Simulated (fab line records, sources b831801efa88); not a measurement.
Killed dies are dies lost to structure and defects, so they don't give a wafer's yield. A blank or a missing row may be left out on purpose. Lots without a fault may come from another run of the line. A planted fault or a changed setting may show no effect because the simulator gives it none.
fab line records | flow sky130
record lots=5 wafers=15 last_day=50
route steps=708 shown VIA1@472 METAL2@483 PAD_OPEN@708
lots that met no fault: from a run of the same line without faults
start_h: hours from the record's first day to the start of the lot's first wafer shown | wait_h: hours since the lot's step before | " the same as in the row above | L1.1+2: a row that stands for several wafers | - no value, or no start given | * or withheld: withheld | < > ~ a bound
route shown NAME@n: a module of which the file shows steps, and the number in the route of the first | usual: mean/standard deviation of fault-free wafers | same: alike in all rows | chamber/n: place in a boat | sites: the reading at each site | _std_site: their standard deviation | _edge_site: outer sites' mean less inner sites' | radius_mm: how far each site lies from the wafer's centre | mask NAME#n: copy n | behind: the tool/chamber that last shaped the wafer | hold: why the lot was held/for how many hours/how that ended | device: the transistor (n, p or np) that didn't switch | end of line: the same wafers' tests at the end of the route | a step without rows: its recipe alone | killed: dies lost to structure and defects at the first sort, not the wafer's yield | map: a wafer's dies, x killed, . not, _ none there
set.NAME: the setting as run; set.NAME@STEP: as run at that earlier step | model.NAME: the simulator's own value behind a step, which no gauge read
lots at some steps of the route; a table a step, a row a wafer
services: from which hour (start_h, from the record's first day; less than 0 if before it) a tool's chamber was out of use, for how many hours, and why
## steps
# step SKY_VIA1_ETCH_14
# recipe chemistry=N2/H2 target=BARC ion_energy_ev=200 source_w=500 bias_w=97.28 pressure_mtorr=30 n2_flow_sccm=100 h2_flow_sccm=200 stop_on=SiO2 time_s=45.9 target_depth_a=600
# usual chamber_pressure_mTorr=30.003/0.028 drypump_motor_current_A=5.7/0.57 oes_product_au=0.855/0.0047 throttle_valve_pct=13.226/0.0091
# columns lot.wafer tool chamber start_h wait_h chamber_pressure_mTorr drypump_motor_current_A oes_product_au rf_hours_counter_h throttle_valve_pct
L271.1 rie_diel-01 0 812.93 0.0 30.014 5.3 0.873 16 13.226
L271.5 " 3 " " 30.041 6.8 0.856 - 13.222
L271.6 " 0 " " 30.011 5.3 0.858 - 13.215
L276.1 rie_diel-02 2 851.98 0.0 30.025 6.3 0.863 2 13.221
L276.2 " 1 " " 30.003 6.0 0.856 7 13.229
L276.3 " 3 " " 30.006 5.0 0.854 14 13.219
L285.3 rie_diel-04 1 922.33 0.0 30.014 5.1 0.850 20 13.214
L285.4 " 2 " " 29.922 5.0 0.846 13 13.245
L285.6 " 1 " " 30.013 5.1 0.858 - 13.230
L288.1 rie_diel-02 1 938.38 0.0 30.038 6.0 0.851 11 13.220
L288.5 " 2 " " 30.045 6.3 0.857 - 13.229
L288.6 " 3 " " 29.955 5.0 0.855 - 13.241
L289.2 rie_diel-04 0 947.48 0.0 30.014 5.7 0.851 26 13.219
L289.3 " 1 " " 30.055 5.1 0.852 21 13.222
L289.4 " 2 " " 30.034 5.0 0.852 13 13.240
# step SKY_VIA1_ETCH_15
# recipe target=SiO2 chemistry=C4F8/O2/Ar target_depth_nm=351 stop_on=TiN mask_material=KrF-thick source_w=1500 bias_w=1200 pressure_mtorr=40 c4f8_flow_sccm=withheld O2_flow_sccm=6 Ar_flow_sccm=300 time_s=54
# usual chamber_pressure_mTorr=40.00/0.037 oes_product_au=0.982/0.006
# columns lot.wafer tool chamber start_h wait_h chamber_pressure_mTorr oes_product_au
L271.1 rie_diel-01 0 812.97 0.0 40.03 0.979
L271.5 " 3 " " 39.99 0.980
L271.6 " 0 " " 39.95 0.972
L276.1 rie_diel-02 2 852.02 0.0 40.01 0.977
L276.2 " 1 " " 40.00 0.985
L276.3 " 3 " " 40.03 0.984
L285.3 rie_diel-04 1 922.37 0.0 40.00 0.983
L285.4 " 2 " " 39.97 0.980
L285.6 " 1 " " 39.97 0.978
L288.1 rie_diel-02 1 938.42 0.0 39.98 0.974
L288.5 " 2 " " 39.96 0.973
L288.6 " 3 " " 39.93 0.981
L289.2 rie_diel-04 0 947.52 0.0 39.93 0.981
L289.3 " 1 " " 39.99 0.983
L289.4 " 2 " " 39.99 0.979
# step SKY_VIA1_STRIP_16
# recipe chemistry=O2/N2 power_w=1400 pressure_mtorr=1500 platen_temp_c=withheld o2_flow_sccm=3000 n2_flow_sccm=300 overash_fraction=0.5
# usual chamber_pressure_mTorr=1500.2/1.4 drypump_motor_current_A=6.1/0.32 oes_product_au=0.416/0.0044 strip_time_to_endpoint_s=4.456/0.022
# same overash_fraction=0.5
# columns lot.wafer tool chamber start_h wait_h chamber_pressure_mTorr drypump_motor_current_A oes_product_au rf_hours_counter_h strip_time_to_endpoint_s
L271.1 plasma_asher-02 0 813.02 0.0 1499.8 6.7 0.416 6 4.476
L271.5 " 1 " " 1501.4 6.1 0.421 - 4.426
L271.6 " 0 " " 1501.9 6.7 0.420 - 4.446
L276.1 plasma_asher-01 0 852.07 0.0 1501.2 6.0 0.423 74 4.481
L276.2 " 1 " " 1498.6 6.4 0.413 74 4.456
L276.3 " 0 " " 1502.1 6.0 0.415 - 4.472
L285.3 plasma_asher-04 0 922.45 0.1 1499.4 5.7 0.426 - 4.448
L285.4 " 1 " " 1498.0 5.9 0.422 - 4.450
L285.6 " 1 " " 1500.5 5.9 0.412 - 4.452
L288.1 plasma_asher-04 0 938.47 0.0 1498.3 5.8 0.411 51 4.445
L288.5 " 0 " " 1501.5 5.8 0.411 - 4.462
L288.6 " 1 " " 1500.9 5.9 0.420 - 4.475
L289.2 plasma_asher-04 1 947.57 0.0 1502.1 5.9 0.413 52 4.471
L289.3 " 1 " " 1500.9 5.9 0.417 - 4.478
L289.4 " 0 " " 1501.0 5.7 0.413 - 4.489
# step SKY_VIA1_STRIP_17
# recipe chemistry=post_etch_residue_remover time_s=1200 temp_c=72.5
# step SKY_VIA1_CLEAN_18
# recipe chemistry=IPA time_s=180 temp_c=25
# step SKY_VIA1_CLEAN_19
# recipe chemistry=O3/DIW dry=n2_spin
# step SKY_VIA1_SPUTTER_20
# recipe material=TiN target_thk_nm=20 chamber_pressure_pa=5 power_w=4000 time_s=80
# usual throttle_valve_pct=30.1/0.7
# columns lot.wafer tool chamber start_h wait_h throttle_valve_pct
L271.1 pvd_sputter-04 - 813.61 0.0 29.7
L271.5 " - " " 29.5
L271.6 " - " " 30.3
L276.1 pvd_sputter-04 - 852.66 0.0 30.4
L276.2 " - " " 29.8
L276.3 " - " " 31.0
L285.3 pvd_sputter-04 - 923.21 0.0 30.3
L285.4 " - " " 30.7
L285.6 " - " " 30.9
L288.1 pvd_sputter-01 - 939.06 0.0 30.6
L288.5 " - " " 30.4
L288.6 " - " " 31.1
L289.2 pvd_sputter-01 - 948.16 0.0 30.5
L289.3 " - " " 30.3
L289.4 " - " " 31.0
# step SKY_VIA1_CVD_21
# recipe material=W target_thk_nm=270 time_s=80.902 temp_c=400 pressure_torr=40
# usual heater_power_outer_w=531/100 heater_power_w=874/130
# columns lot.wafer tool chamber start_h wait_h heater_power_outer_w heater_power_w
L271.1 cvd_w-02 0 813.67 0.0 590 962
L271.5 " 0 " " 591 982
L271.6 " 1 " " 412 700
L276.1 cvd_w-02 0 852.72 0.0 592 970
L276.2 " 1 " " 402 715
L276.3 " 0 " " 596 968
L285.3 cvd_w-02 1 923.30 0.1 401 721
L285.4 " 0 " " 587 977
L285.6 " 1 " " 413 724
L288.1 cvd_w-01 0 939.12 0.0 474 777
L288.5 " 1 " " 641 937
L288.6 " 0 " " 468 789
L289.2 cvd_w-02 1 948.22 0.0 407 707
L289.3 " 1 " " 413 719
L289.4 " 0 " " 593 986
# step SKY_VIA1_RS_MEAS_22
# recipe thk_meas_gauge=four-point-probe reads=W_of_VIA1_CVD_21+TiN_of_VIA1_SPUTTER_20
# usual VIA1_W_RS=0.433/0.0047
# columns lot.wafer tool chamber start_h wait_h VIA1_W_RS[ohm/sq]
L271.1 film_metro-02 - 813.77 0.1 0.438
L271.5 " - " " 0.435
L271.6 " - " " 0.435
L276.1 film_metro-02 - 852.81 0.1 0.431
L276.2 " - " " 0.433
L276.3 " - " " 0.435
L285.3 film_metro-03 - 923.40 0.1 0.429
L285.4 " - " " 0.430
L285.6 " - " " 0.428
L288.1 film_metro-03 - 939.22 0.1 0.432
L288.5 " - " " 0.434
L288.6 " - " " 0.434
L289.2 film_metro-03 - 948.34 0.1 0.440
L289.3 " - " " 0.440
L289.4 " - " " 0.439
# step SKY_VIA1_THK_MEAS_23
# recipe thk_meas_gauge=xrf reads=W_of_VIA1_CVD_21
# usual VIA1_W_THK=270/3.4
# columns lot.wafer tool chamber start_h wait_h VIA1_W_THK[nm]
L271.1 film_metro-02 - 813.89 0.1 265
L271.5 " - " " 267
L271.6 " - " " 268
L276.1 film_metro-02 - 852.93 0.1 272
L276.2 " - " " 270
L276.3 " - " " 268
L285.3 film_metro-03 - 923.50 0.1 273
L285.4 " - " " 271
L285.6 " - " " 274
L288.1 film_metro-03 - 939.34 0.1 270
L288.5 " - " " 271
L288.6 " - " " 270
L289.2 film_metro-03 - 948.45 0.1 266
L289.3 " - " " 266
L289.4 " - " " 268
# step SKY_VIA1_CMP_24
# recipe stop_on=SiO2 t_overpolish_s=15 down_force_psi=3.5 platen_rpm=60 target_thk_nm=0 pad_velocity_m_s=0.94248
# step SKY_METAL2_SPUTTER_00
# recipe material=Ti target_thk_nm=15 power_w=3000 time_s=10 chamber_pressure_pa=0.4
# step SKY_METAL2_SPUTTER_01
# recipe material=TiN target_thk_nm=20 power_w=6500 time_s=16.7 chamber_pressure_pa=0.4
# usual throttle_valve_pct=30.4/1.1
# columns lot.wafer tool chamber start_h wait_h throttle_valve_pct model.TiN_of_METAL2_SPUTTER_01.thk_nm
L271.1 pvd_sputter-02 - 814.38 0.0 31.8 19.84
L271.5 " - " " 31.9 19.96
L271.6 " - " " 31.7 19.96
L276.1 pvd_sputter-02 - 853.32 0.0 28.9 19.69
L276.2 " - " " 30.9 9.507
L276.3 " - " " 31.9 9.489
L285.3 pvd_sputter-01 - 923.86 0.0 31.0 20.37
L285.4 " - " " 30.4 20.39
L285.6 " - " " 29.0 20.36
L288.1 pvd_sputter-02 - 939.72 0.0 32.0 19.87
L288.5 " - " " 30.9 19.52
L288.6 " - " " 32.0 19.99
L289.2 pvd_sputter-02 - 948.82 0.0 32.1 19.55
L289.3 " - " " 28.9 19.72
L289.4 " - " " 31.6 19.7
# step SKY_METAL2_SPUTTER_02
# recipe material=AlCu target_thk_nm=250 power_w=10600 time_s=13.3 chamber_pressure_pa=0.4
# step SKY_PAD_OPEN_PROBE_99
# usual defect_limited_yield=82.7/1.7 killed_at_M0_to_M3=44/7.1 killed_at_M4_up=3.3/1.8 killed_at_contacts=23/5.5 killed_at_front_end=15/4.5 killed_at_other=0.2/0.48 killed_dies=85/8.4 killed_open=46/6.6 killed_short=39/6.1 sort_bin_3_pad_short=0.9/0.36 sort_bin_5_function=10.3/1.4 sort_bin_6_memory=6.2/1 sort_n_pass=407/8.4 sort_yield_pct=82.7/1.7
# same gross_dies=492 killed_at_back_side=0 sort_bin_4_leakage[%]=0 sort_bin_8_speed[%]=0
# columns lot.wafer tool chamber start_h wait_h defect_limited_yield[%] killed_at_M0_to_M3 killed_at_M4_up killed_at_contacts killed_at_front_end killed_at_other killed_dies killed_open killed_short sort_bin_3_pad_short[%] sort_bin_5_function[%] sort_bin_6_memory[%] sort_n_pass sort_yield_pct[%]
L271.1 prober-02 - 1093.60 0.1 84.6 37 4 23 12 0 76 42 34 1.4 7.5 6.5 416 84.6
L271.5 prober-02 - 1093.80 0.2 83.1 41 0 30 12 0 83 42 41 0.2 10.8 5.9 409 83.1
L271.6 prober-02 - 1093.85 0.2 84.6 33 4 26 13 0 76 40 36 0.8 7.9 6.7 416 84.6
L276.1 prober-01 - 1124.27 0.1 82.5 45 1 30 10 0 86 49 37 1.6 10.4 5.5 406 82.5
L276.2 prober-01 - 1124.32 0.1 85.4 35 3 26 8 0 72 44 28 0.6 10.4 3.7 420 85.4
L276.3 prober-01 - 1124.37 0.2 82.1 41 8 17 22 0 88 50 38 0.6 10.6 6.7 404 82.1
L285.3 prober-02 - 1172.55 0.2 80.3 51 6 20 19 1 97 59 37 0.6 12.4 6.7 395 80.3
L285.4 prober-02 - 1172.60 0.2 81.3 52 6 23 11 0 92 48 44 1.0 10.2 7.5 400 81.3
L285.6 prober-02 - 1172.70 0.2 83.3 37 1 26 18 0 82 46 36 1.4 8.9 6.3 410 83.3
L288.1 prober-02 - 1185.03 0.1 81.7 32 3 33 22 0 90 48 42 1.4 10.6 6.3 402 81.7
L288.5 prober-02 - 1185.23 0.2 82.3 50 1 22 13 1 87 37 50 1.0 11.0 5.7 405 82.3
L288.6 prober-02 - 1185.28 0.2 81.9 41 5 25 18 0 89 49 40 1.0 10.6 6.5 403 81.9
L289.2 prober-01 - 1189.46 0.1 82.3 48 1 21 17 0 87 51 36 1.2 8.9 7.5 405 82.3
L289.3 prober-01 - 1189.51 0.2 83.5 38 4 28 11 0 81 45 36 1.0 9.3 6.1 411 83.5
L289.4 prober-01 - 1189.56 0.2 82.7 48 0 25 11 1 85 48 37 0.2 10.6 6.5 407 82.7
# killed by level:class
L271.1 CONTACT:geometric_particle:open=10 VIA1:geometric_particle:open=6 LI_CONTACT:geometric_particle:open=5 METAL2:geometric_particle:short=5 VIA2:geometric_particle:open=5 VIA3:geometric_particle:open=5 POLY_GATE:geometric_particle:open=4 METAL3:geometric_particle:short=4
L271.5 VIA1:geometric_particle:open=10 LI_CONTACT:geometric_particle:open=9 CONTACT:geometric_particle:open=7 METAL1:geometric_particle:short=7 VIA1:geometric_particle:short=6 VIA3:geometric_particle:open=6 LI_CONTACT:geometric_particle:short=4 LOCAL_INTERCONNECT:geometric_particle:short=4
L271.6 CONTACT:geometric_particle:open=11 VIA3:geometric_particle:open=7 VIA1:geometric_particle:open=6 FIELD_ISO:geometric_particle:short=5 CONTACT:geometric_particle:short=5 METAL2:geometric_particle:short=5 LI_CONTACT:geometric_particle:open=4 FIELD_ISO:geometric_particle:open=3
L276.1 CONTACT:geometric_particle:open=10 VIA1:geometric_particle:open=8 LI_CONTACT:geometric_particle:open=7 METAL1:geometric_particle:short=6 VIA3:geometric_particle:short=6 LOCAL_INTERCONNECT:geometric_particle:short=5 VIA3:geometric_particle:open=5 FIELD_ISO:geometric_particle:open=4
L276.2 VIA1:geometric_particle:open=8 LOCAL_INTERCONNECT:geometric_particle:short=6 CONTACT:geometric_particle:open=6 VIA2:geometric_particle:open=6 VIA3:geometric_particle:open=5 LI_CONTACT:geometric_particle:open=5 METAL2:geometric_particle:short=5 LOCAL_INTERCONNECT:geometric_particle:open=4
L276.3 VIA1:geometric_particle:open=10 CONTACT:geometric_particle:open=9 VIA2:geometric_particle:open=7 FIELD_ISO:geometric_particle:open=6 FIELD_ISO:geometric_particle:short=6 METAL1:geometric_particle:short=5 METAL2:geometric_particle:short=5 METAL4:geometric_particle:short=5
L285.3 VIA1:geometric_particle:open=14 VIA2:geometric_particle:open=9 VIA3:geometric_particle:open=8 LI_CONTACT:geometric_particle:open=6 VIA1:geometric_particle:short=6 FIELD_ISO:geometric_particle:short=5 FIELD_ISO:geometric_particle:open=4 POLY_GATE:geometric_particle:open=4
L285.4 VIA3:geometric_particle:open=12 VIA1:geometric_particle:short=8 VIA1:geometric_particle:open=8 VIA2:geometric_particle:open=7 LI_CONTACT:geometric_particle:open=6 LOCAL_INTERCONNECT:geometric_particle:short=5 CONTACT:geometric_particle:open=5 METAL4:geometric_particle:short=4
L285.6 LI_CONTACT:geometric_particle:open=10 VIA1:geometric_particle:open=7 CONTACT:geometric_particle:open=6 VIA1:geometric_particle:short=6 POLY_GATE:geometric_particle:short=5 METAL2:geometric_particle:short=5 VIA3:geometric_particle:open=5 FIELD_ISO:geometric_particle:open=4
L288.1 CONTACT:geometric_particle:short=9 CONTACT:geometric_particle:open=9 VIA1:geometric_particle:open=8 POLY_GATE:geometric_particle:open=6 LI_CONTACT:geometric_particle:open=5 LOCAL_INTERCONNECT:geometric_particle:short=5 METAL1:geometric_particle:short=4 LI_CONTACT:geometric_particle:short=4
L288.5 VIA1:geometric_particle:open=12 METAL1:geometric_particle:short=9 VIA3:geometric_particle:open=6 METAL3:geometric_particle:short=5 LI_CONTACT:geometric_particle:short=5 CONTACT:geometric_particle:short=5 CONTACT:geometric_particle:open=5 LOCAL_INTERCONNECT:geometric_particle:short=4
L288.6 CONTACT:geometric_particle:open=8 VIA2:geometric_particle:open=8 VIA1:geometric_particle:open=7 VIA3:geometric_particle:open=6 FIELD_ISO:geometric_particle:short=5 METAL1:geometric_particle:short=5 LI_CONTACT:geometric_particle:open=5 LOCAL_INTERCONNECT:geometric_particle:short=5
L289.2 VIA3:geometric_particle:open=10 VIA2:geometric_particle:open=8 VIA1:geometric_particle:open=7 FIELD_ISO:geometric_particle:open=6 CONTACT:geometric_particle:open=6 LI_CONTACT:geometric_particle:open=6 FIELD_ISO:geometric_particle:short=5 CONTACT:geometric_particle:short=5
L289.3 VIA1:geometric_particle:open=10 CONTACT:geometric_particle:open=10 LOCAL_INTERCONNECT:geometric_particle:short=8 VIA3:geometric_particle:open=7 CONTACT:geometric_particle:short=6 METAL2:geometric_particle:short=5 FIELD_ISO:geometric_particle:open=4 METAL3:geometric_particle:short=4
L289.4 LI_CONTACT:geometric_particle:open=10 VIA1:geometric_particle:open=10 VIA2:geometric_particle:open=9 METAL2:geometric_particle:short=6 CONTACT:geometric_particle:open=6 METAL3:geometric_particle:short=6 CONTACT:geometric_particle:short=4 VIA3:geometric_particle:open=4
## services
# columns tool chamber start_h hours kind
pvd_sputter-02 3 794.48 - consumable_replace:kit
pvd_sputter-02 3 794.48 18.0 scheduled_down
pvd_sputter-02 3 794.48 18.0 vent_cycle
plasma_asher-02 - 796.75 3.8 repair
pvd_sputter-01 - 809.58 3.2 repair
pvd_sputter-02 - 836.35 0.5 repair
rie_diel-02 1 840.59 7.9 repair
rie_diel-04 0 847.73 5.8 repair
rie_diel-02 - 851.02 0.4 repair
pvd_sputter-01 - 863.00 1.5 repair
pvd_sputter-04 - 865.26 4.3 repair
rie_diel-02 0 872.02 3.6 repair
rie_diel-02 - 888.20 2.8 pm
cvd_w-01 - 904.00 14.0 pm
rie_diel-02 0 907.03 9.8 repair
rie_diel-04 3 923.36 - clean
rie_diel-04 3 923.36 16.2 scheduled_down
rie_diel-04 3 923.36 16.2 vent_cycle
plasma_asher-04 - 923.47 1.6 repair
rie_diel-02 0 934.70 - clean
rie_diel-02 0 934.70 15.1 scheduled_down
rie_diel-02 0 934.70 15.1 vent_cycle
rie_diel-01 - 940.60 1.5 repair
rie_diel-01 0 947.21 17.0 repair
## key
first_sign none at tools or gauges
model_effect step=SKY_METAL2_SPUTTER_01 value=TiN_of_METAL2_SPUTTER_01.thk_nm without=19.52 struck=9.498
met_at SKY_METAL2_SPUTTER_01
struck_wafers L276.2,L276.3
onset_between 814.38 853.32
fault kind=process_parameter_drift tool=pvd_sputter-02 chamber=- onset_h=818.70 steps=SKY_METAL2_SPUTTER_01 channel=target_thk_nm offset=-10.02 shape=step end_h=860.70 scope=struck_wafers_only acts_in=these_recipes_only stated=20
